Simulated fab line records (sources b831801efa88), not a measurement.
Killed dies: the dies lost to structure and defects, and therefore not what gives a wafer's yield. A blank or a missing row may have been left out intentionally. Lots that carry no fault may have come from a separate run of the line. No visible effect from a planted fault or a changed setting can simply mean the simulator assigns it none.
2 desks looking at one fault -- flow gf180mcu -- each desk has only its own numbers; what lay behind them comes last

FROM THE METROLOGY DESK
What the gauges read for every lot (on any tool): the sampled wafers with a number, averaged. Marked OUT: a lot whose mean sits more than 4 standard deviations from the usual mean, which makes it out of limits; the brackets give that distance. Readings shown: 7 of its 9, picked as those furthest out on some lot.
Columns: A = V1_W_RS at GF_V1_RS_MEAS_24, usual 0.327 ohm/sq; B = M2_ALCU_RS at GF_M2_RS_MEAS_05, usual 0.0694 ohm/sq; C = M2_ALCU_THK at GF_M2_THK_MEAS_06, usual 451 nm; D = cd nm at GF_M2_CD_MEAS_14, usual 280.3 nm; E = M2_OVL at GF_M2_OVL_MEAS_15, usual 0 nm; F = V2_CVD_00_THK at GF_V2_THK_MEAS_01, usual 599 nm; G = V2_CVD_02_THK at GF_V2_THK_MEAS_03, usual 849 nm
lot,first seen here,A,B,C,D,E,F,G
L454,day 18 12:24,0.325,0.0698,452,280.1,-5,598,836
L462,day 21 15:12,0.323,0.0680,460,280.3,5,589,842
L472,day 25 01:25,0.331,0.0697,453,281.4,7,606,856
L474,day 25 16:49,0.327,0.0709,439,278.3,-1,596,845
L475,day 25 21:02,0.330,0.0691,457,281.7,-2,589,838
L476,day 26 05:13,0.331,0.0693,456,280.9,2,595,843
This desk's finding: nothing out of limits on any of the 6 lots.

THE TOOL OWNER'S DESK: pvd sputter-04
The tool's own readings at GF_M2_SPUTTER_04 (material TiN, target thk 50 nm, time 41.7 s): means of the sampled wafers that have a number, for each lot that ran on this tool. Marked OUT: a lot whose mean sits more than 4 standard deviations from the usual mean, which makes it out of limits; the brackets give that distance.
Columns: A = throttle valve pct at GF_M2_SPUTTER_04, usual 30.1 %
lot,first seen here,A
L462,day 21 15:50,29.5
L472,day 25 02:04,30.7
L474,day 25 17:28,30.3
This desk's finding: nothing out of limits on any of the 3 lots.

BROUGHT TOGETHER
Metrology desk: nothing out of limits seen.
Nothing out of limits was seen by the tool owner's desk.

WHAT THE SIMULATOR HAD INSERTED
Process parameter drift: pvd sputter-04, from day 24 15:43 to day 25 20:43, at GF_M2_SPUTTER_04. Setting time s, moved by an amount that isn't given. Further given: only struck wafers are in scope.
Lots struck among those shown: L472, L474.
